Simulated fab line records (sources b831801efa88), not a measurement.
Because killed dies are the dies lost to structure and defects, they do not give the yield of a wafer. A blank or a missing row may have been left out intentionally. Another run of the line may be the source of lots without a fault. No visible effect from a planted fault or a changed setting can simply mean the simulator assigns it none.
Split-lot trial / flow sfq-line / 5 lots, 23 wafers read, on a route of 325 steps

ABOUT THE SPLIT
At SFQ_TRILAYER_M3_BARC_OPEN_METAL_ETCH_100 (etches BARC in O2, target depth 125 nm, time 41.7 s), the setting time-s was moved away from the recipe's 41.7 s on 7 of the 23 wafers read, by -10.3% to +8.9%. For the rest of the wafers, this setting stayed at what the recipe calls for.

The reading comes from the split's own step.

THE READING
KrF_of_TRILAYER_M3_LITHO_COAT_075.thk-nm (the simulator's own value, which no gauge read), in nm, at SFQ_TRILAYER_M3_BARC_OPEN_METAL_ETCH_100 (etches BARC in O2, target depth 125 nm, time 41.7 s). There is no usual value for it anywhere in the file. The 16 wafers here that ran the recipe average 522.4 nm, standard deviation 1 nm.

wafer=L075.3; tool, chamber at the split=rie-metal-02, 1; time-s as run, s=41.7; against the recipe=recipe; KrF_of_TRILAYER_M3_LITHO_COAT_075.thk-nm, nm=521.1; against lot-mates on the recipe=-
wafer=L075.4; tool, chamber at the split=rie-metal-02, 0; time-s as run, s=41.7; against the recipe=recipe; KrF_of_TRILAYER_M3_LITHO_COAT_075.thk-nm, nm=521.8; against lot-mates on the recipe=-
wafer=L075.5; tool, chamber at the split=rie-metal-02, 1; time-s as run, s=41.7; against the recipe=recipe; KrF_of_TRILAYER_M3_LITHO_COAT_075.thk-nm, nm=520.8; against lot-mates on the recipe=-
wafer=L079.1; tool, chamber at the split=rie-metal-02, 1; time-s as run, s=45.41; against the recipe=+8.9%; KrF_of_TRILAYER_M3_LITHO_COAT_075.thk-nm, nm=519.1; against lot-mates on the recipe=-4.1
wafer=L079.2; tool, chamber at the split=rie-metal-02, 0; time-s as run, s=41.7; against the recipe=recipe; KrF_of_TRILAYER_M3_LITHO_COAT_075.thk-nm, nm=523.8; against lot-mates on the recipe=-
wafer=L079.4; tool, chamber at the split=rie-metal-02, 1; time-s as run, s=45.41; against the recipe=+8.9%; KrF_of_TRILAYER_M3_LITHO_COAT_075.thk-nm, nm=520.6; against lot-mates on the recipe=-2.6
wafer=L079.5; tool, chamber at the split=rie-metal-02, 1; time-s as run, s=41.7; against the recipe=recipe; KrF_of_TRILAYER_M3_LITHO_COAT_075.thk-nm, nm=522.6; against lot-mates on the recipe=-
wafer=L079.6; tool, chamber at the split=rie-metal-02, 0; time-s as run, s=45.41; against the recipe=+8.9%; KrF_of_TRILAYER_M3_LITHO_COAT_075.thk-nm, nm=520.2; against lot-mates on the recipe=-3.0
wafer=L080.1; tool, chamber at the split=rie-metal-02, 0; time-s as run, s=41.7; against the recipe=recipe; KrF_of_TRILAYER_M3_LITHO_COAT_075.thk-nm, nm=521.4; against lot-mates on the recipe=-
wafer=L080.2; tool, chamber at the split=rie-metal-02, 1; time-s as run, s=41.7; against the recipe=recipe; KrF_of_TRILAYER_M3_LITHO_COAT_075.thk-nm, nm=522.4; against lot-mates on the recipe=-
wafer=L080.3; tool, chamber at the split=rie-metal-02, 0; time-s as run, s=41.7; against the recipe=recipe; KrF_of_TRILAYER_M3_LITHO_COAT_075.thk-nm, nm=521.8; against lot-mates on the recipe=-
wafer=L080.4; tool, chamber at the split=rie-metal-02, 1; time-s as run, s=41.7; against the recipe=recipe; KrF_of_TRILAYER_M3_LITHO_COAT_075.thk-nm, nm=520.9; against lot-mates on the recipe=-
wafer=L080.5; tool, chamber at the split=rie-metal-02, 0; time-s as run, s=41.7; against the recipe=recipe; KrF_of_TRILAYER_M3_LITHO_COAT_075.thk-nm, nm=523.2; against lot-mates on the recipe=-
wafer=L081.1; tool, chamber at the split=rie-metal-01, 0; time-s as run, s=44.06; against the recipe=+5.7%; KrF_of_TRILAYER_M3_LITHO_COAT_075.thk-nm, nm=520.7; against lot-mates on the recipe=-2.6
wafer=L081.2; tool, chamber at the split=rie-metal-01, 0; time-s as run, s=44.06; against the recipe=+5.7%; KrF_of_TRILAYER_M3_LITHO_COAT_075.thk-nm, nm=519.3; against lot-mates on the recipe=-4.0
wafer=L081.3; tool, chamber at the split=rie-metal-01, 0; time-s as run, s=41.7; against the recipe=recipe; KrF_of_TRILAYER_M3_LITHO_COAT_075.thk-nm, nm=524; against lot-mates on the recipe=-
wafer=L081.5; tool, chamber at the split=rie-metal-01, 0; time-s as run, s=41.7; against the recipe=recipe; KrF_of_TRILAYER_M3_LITHO_COAT_075.thk-nm, nm=523.3; against lot-mates on the recipe=-
wafer=L081.6; tool, chamber at the split=rie-metal-01, 0; time-s as run, s=41.7; against the recipe=recipe; KrF_of_TRILAYER_M3_LITHO_COAT_075.thk-nm, nm=522.6; against lot-mates on the recipe=-
wafer=L083.2; tool, chamber at the split=rie-metal-03, 1; time-s as run, s=41.7; against the recipe=recipe; KrF_of_TRILAYER_M3_LITHO_COAT_075.thk-nm, nm=523.4; against lot-mates on the recipe=-
wafer=L083.3; tool, chamber at the split=rie-metal-03, 1; time-s as run, s=41.7; against the recipe=recipe; KrF_of_TRILAYER_M3_LITHO_COAT_075.thk-nm, nm=523.1; against lot-mates on the recipe=-
wafer=L083.4; tool, chamber at the split=rie-metal-03, 1; time-s as run, s=37.41; against the recipe=-10.3%; KrF_of_TRILAYER_M3_LITHO_COAT_075.thk-nm, nm=529.5; against lot-mates on the recipe=+6.8
wafer=L083.5; tool, chamber at the split=rie-metal-03, 1; time-s as run, s=41.7; against the recipe=recipe; KrF_of_TRILAYER_M3_LITHO_COAT_075.thk-nm, nm=521.5; against lot-mates on the recipe=-
wafer=L083.6; tool, chamber at the split=rie-metal-03, 1; time-s as run, s=37.41; against the recipe=-10.3%; KrF_of_TRILAYER_M3_LITHO_COAT_075.thk-nm, nm=527.8; against lot-mates on the recipe=+5.1

THE FIT
A straight line over all 23 wafers: KrF_of_TRILAYER_M3_LITHO_COAT_075.thk-nm changes by -0.441 nm for each +1% of time-s; r = -0.87; the points scatter about the line by 1.2 nm.
The same after taking each lot's own level away (the mean of its wafers on the recipe; 23 wafers): -0.487 nm for each +1%; r = -0.94; scatter 0.89 nm.
According to that fit, moving time-s by its largest amount changes the reading by 5 nm.
From 521.23 to 523.30 nm: that is the span of the lots' own levels, equal to 2.0 times the standard deviation above.
Consequently the slope shifts little with the lot-to-lot level, the two slopes agreeing.
Check: with one of the wafers moved furthest among these (-10.3%) left out of the fit, the line predicts +4.53 nm for it against its lot-mates. It came out at +6.83 nm against them.

THESE WAFERS: OTHER SPLITS
Other splits were also applied to these wafers ahead of the reading. Each is held against what the fit with the lots' levels taken away leaves over:
other split on the same wafers=SFQ_TRILAYER_I2_CMP_CMP_064 down-force-psi; wafers away from the commonest value=12; r with KrF_of_TRILAYER_M3_LITHO_COAT_075.thk-nm (lot level and that fit taken away)=-0.18
other split on the same wafers=SFQ_TRILAYER_I2_VIA_BARC_OPEN_VIA_ETCH_096 source-w; wafers away from the commonest value=10; r with KrF_of_TRILAYER_M3_LITHO_COAT_075.thk-nm (lot level and that fit taken away)=-0.31
other split on the same wafers=SFQ_TRILAYER_M3_LITHO_PEB_078 peb-time-s; wafers away from the commonest value=11; r with KrF_of_TRILAYER_M3_LITHO_COAT_075.thk-nm (lot level and that fit taken away)=-0.16

FILE'S OWN FIT
KrF_of_TRILAYER_M3_LITHO_COAT_075.thk-nm changes by -0.502 nm for each +1% of time-s, r = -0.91.
